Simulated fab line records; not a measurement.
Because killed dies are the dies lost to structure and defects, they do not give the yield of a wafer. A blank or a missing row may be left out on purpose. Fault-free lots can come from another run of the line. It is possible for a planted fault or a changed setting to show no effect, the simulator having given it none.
What tool caused it?    flow sky130    24 lots, 72 wafers sampled, at 4 steps of a route of 708

## WHAT THE GAUGES SHOWED, per wafer
SKY_VIA2_THK_MEAS_01. Usual: VIA2_HDPCVD_THK 1191 nm, standard deviation 13.
lot   measured      on            VIA2_HDPCVD_THK (nm)  flag
L074  day 35 20:29  filmMetro-04  1203 1213 1183        
L076  day 36 04:26  filmMetro-02  1185 1183 1191        
L075  day 36 06:10  filmMetro-02  1183 1198 1193        
L077  day 36 09:44  filmMetro-02  1208 1176 1194        
L078  day 36 14:38  filmMetro-02  1211 1220 1196        
L079  day 36 20:29  filmMetro-02  1194 1178 1189        
L081  day 37 10:44  filmMetro-04  1220 1211 1193        
L080  day 37 15:28  filmMetro-02  1213 1213 1187        
L082  day 37 15:42  filmMetro-04  1210 1206 1198        
L083  day 38 02:09  filmMetro-02  1191 1185 1191        
L084  day 38 11:33  filmMetro-01  1176 1195 1210        
L085  day 38 20:32  filmMetro-04  1195 1199 1192        
L086  day 38 22:25  filmMetro-02  1187 1201 1204        
L087  day 39 03:49  filmMetro-04  1197 1192 1181        
L088  day 39 09:25  filmMetro-01  1158 1188 1195        
L089  day 39 15:11  filmMetro-04  1199 1193 1210        
L090  day 40 03:11  filmMetro-02  1186 1194 1169        
L091  day 40 03:57  filmMetro-02  1204 1188 1210        
L092  day 40 18:23  filmMetro-02  1187 1181 1186        
L093  day 40 19:40  filmMetro-01  1182 1196 1194        
L094  day 41 07:03  filmMetro-04  1182 1174 1187        
L095  day 41 13:55  filmMetro-04  1196 1179 1175        
L096  day 41 16:32  filmMetro-02  1180 1196 1164        
L097  day 41 22:11  filmMetro-04  1172 1169 1180        

SKY_METAL3_CD_MEAS_13: target cd 300 nm. Usual: 299.7 nm for cdNm, sd 1.3.
lot   measured      on        cdNm (nm)          flag
L074  day 39 04:35  cdSem-01  299.3 299.9 299.8  
L076  day 39 10:47  cdSem-01  298.8 298.4 298.4  
L075  day 39 12:56  cdSem-01  298.7 300.5 299.5  
L077  day 39 16:17  cdSem-02  300.4 299.1 299.2  
L078  day 39 21:07  cdSem-01  300.1 299.2 299.8  
L079  day 40 02:24  cdSem-01  296.1 296.9 297.4  
L081  day 40 15:28  cdSem-02  300.3 298.7 298.2  
L080  day 40 20:57  cdSem-02  299.9 298.8 300.2  
L082  day 40 21:30  cdSem-01  301.0 301.8 300.4  
L083  day 41 07:31  cdSem-02  299.9 299.9 300.5  
L084  day 41 15:52  cdSem-02  300.2 298.3 300.6  
L085  day 42 00:37  cdSem-01  301.7 299.3 300.1  
L086  day 42 02:45  cdSem-02  300.2 299.8 300.2  
L087  day 42 07:41  cdSem-01  301.5 302.9 302.1  
L088  day 42 12:42  cdSem-02  299.9 298.6 299.2  
L089  day 42 19:43  cdSem-01  299.0 299.8 299.9  
L090  day 43 06:25  cdSem-02  300.6 299.3 300.5  
L091  day 43 07:10  cdSem-01  299.7 302.1 299.3  
L092  day 43 19:46  cdSem-01  299.4 301.2 300.4  
L093  day 43 21:08  cdSem-02  299.2 297.9 298.7  
L094  day 44 07:43  cdSem-02  299.4 298.6 299.3  
L095  day 44 13:34  cdSem-02  299.6 301.1 299.7  
L096  day 44 15:55  cdSem-02  299.7 299.1 300.7  
L097  day 44 21:31  cdSem-02  300.7 301.5 300.3  

SKY_VIA3_THK_MEAS_23: measures by xrf. Usual: VIA3_W_THK 378 nm, standard deviation 4.7.
lot   measured      on            VIA3_W_THK (nm)  flag
L074  day 40 08:59  filmMetro-01  378 375 377      
L076  day 40 13:54  filmMetro-03  373 375 372      
L075  day 40 16:13  filmMetro-01  379 376 373      
L077  day 40 19:15  filmMetro-04  372 376 376      
L078  day 41 00:46  filmMetro-04  379 388 385      
L079  day 41 05:54  filmMetro-03  379 380 386      
L081  day 41 17:56  filmMetro-04  378 387 377      
L080  day 42 00:05  filmMetro-01  377 384 383      
L082  day 42 00:47  filmMetro-03  381 383 375      
L083  day 42 10:21  filmMetro-03  370 370 372      
L084  day 42 18:28  filmMetro-03  378 380 383      
L085  day 43 03:25  filmMetro-01  375 383 374      
L086  day 43 05:15  filmMetro-03  382 379 376      
L087  day 43 09:37  filmMetro-03  376 378 372      
L088  day 43 15:32  filmMetro-01  381 379 379      
L089  day 43 21:24  filmMetro-04  375 377 379      
L090  day 44 07:43  filmMetro-01  386 384 384      
L091  day 44 08:14  filmMetro-01  377 378 379      
L092  day 44 20:31  filmMetro-03  374 378 374      
L093  day 44 22:22  filmMetro-04  366 372 364      
L094  day 45 08:29  filmMetro-04  381 377 380      
L095  day 45 13:40  filmMetro-01  382 382 385      
L096  day 45 16:56  filmMetro-04  385 388 383      
L097  day 45 22:25  filmMetro-01  384 384 379      

## WHICH TOOL RAN EACH LOT (tool, then ch and the chambers of the sampled wafers, then the start)
lot   SKY_VIA1_ETCH_14
L074  rieDiel-03 ch 1,3, day 34 15:31
L076  rieDiel-02 ch 0,2,3, day 34 23:25
L075  rieDiel-04 ch 0,2,3, day 35 00:51
L077  rieDiel-03 ch 1,3, day 35 05:42
L078  rieDiel-03 ch 0,2, day 35 09:36
L079  rieDiel-02 ch 1,2, day 35 15:36
L081  rieDiel-02 ch 0,2,3, day 36 06:15
L080  rieDiel-02 ch 0,1,3, day 36 11:47
L082  rieDiel-04 ch 1,2, day 36 12:08
L083  rieDiel-03 ch 0,2,3, day 36 22:11
L084  rieDiel-03 ch 0,2,3, day 37 07:46
L085  rieDiel-04 ch 0,1,3, day 37 16:55
L086  rieDiel-03 ch 0,2, day 37 18:28
L087  rieDiel-04 ch 0,1,3, day 38 00:10
L088  rieDiel-02 ch 0,1,3, day 38 06:26
L089  rieDiel-02 ch 0,2, day 38 11:50
L090  rieDiel-02 ch 0,1,2, day 38 23:44
L091  rieDiel-04 ch 0,1, day 39 00:36
L092  rieDiel-04 ch 0,1, day 39 16:01
L093  rieDiel-02 ch 2,3, day 39 16:45
L094  rieDiel-03 ch 0,1,3, day 40 04:16
L095  rieDiel-02 ch 1,2, day 40 10:49
L096  rieDiel-02 ch 0,1,2, day 40 13:16
L097  rieDiel-04 ch 0,3, day 40 19:06
- SKY_VIA1_ETCH_14: etches BARC in N2/H2, stops on SiO2, time 45.9 s, target depth 60 nm.

## WHAT THE TOOLS THEMSELVES READ (means of the sampled wafers that have a number; where no wafer has one, the mark that the record gives instead)
SKY_VIA1_ETCH_14. Usual: drypumpMotorCurrentA 5.6 A, standard deviation 0.39; h2FlowSccm 200.0 sccm, standard deviation 0.65; oesProductAu 0.854 a.u., standard deviation 0.0049; throttleValvePct 13.226 %, standard deviation 0.0086.
lot   tool        drypumpMotorCurrentA (A)  h2FlowSccm (sccm)  oesProductAu (a.u.)  throttleValvePct (%)  flag
L074  rieDiel-03  5.0                       199.9              0.851                13.226                
L076  rieDiel-02  5.6                       200.4              0.854                13.221                
L075  rieDiel-04  5.6                       199.9              0.853                13.237                
L077  rieDiel-03  5.0                       200.5              0.855                13.222                
L078  rieDiel-03  5.8                       200.1              0.851                13.231                
L079  rieDiel-02  5.6                       200.1              0.857                13.227                
L081  rieDiel-02  5.6                       199.6              0.856                13.225                
L080  rieDiel-02  5.6                       199.8              0.856                13.231                
L082  rieDiel-04  5.7                       200.5              0.851                13.218                
L083  rieDiel-03  5.7                       199.4              0.856                13.230                
L084  rieDiel-03  5.7                       200.5              0.851                13.220                
L085  rieDiel-04  5.4                       200.2              0.853                13.229                
L086  rieDiel-03  5.8                       199.5              0.853                13.227                
L087  rieDiel-04  5.4                       200.2              0.852                13.225                
L088  rieDiel-02  5.6                       200.0              0.850                13.219                
L089  rieDiel-02  5.3                       200.0              0.859                13.222                
L090  rieDiel-02  5.4                       200.0              0.856                13.223                
L091  rieDiel-04  5.7                       200.3              0.848                13.227                
L092  rieDiel-04  5.6                       199.8              0.853                13.222                
L093  rieDiel-02  5.8                       200.0              0.854                13.222                
L094  rieDiel-03  5.3                       199.9              0.858                13.228                
L095  rieDiel-02  5.6                       199.8              0.856                13.225                
L096  rieDiel-02  5.4                       200.2              0.852                13.221                
L097  rieDiel-04  5.5                       199.6              0.857                13.232                

## THE ANSWER, worked out from the rows above alone
Rule: a lot is off if the mean of its wafers that have a number lies more than 3 standard deviations from the usual mean. Also off: a lot with no number at a reading for which 4 or more lots have one. Where the step has rows for the other lots, those lots are counted as sound. Order of review: gauges by route order, followed by the tools' own readings, for which a lot's mean as printed above is used. At the first step where some lot is off, the reading lying furthest off is the one used; lots without a number count as furthest.
None of the lots is off at any reading shown; this tells nothing.

## WHAT THE SIMULATOR HAD PUT IN
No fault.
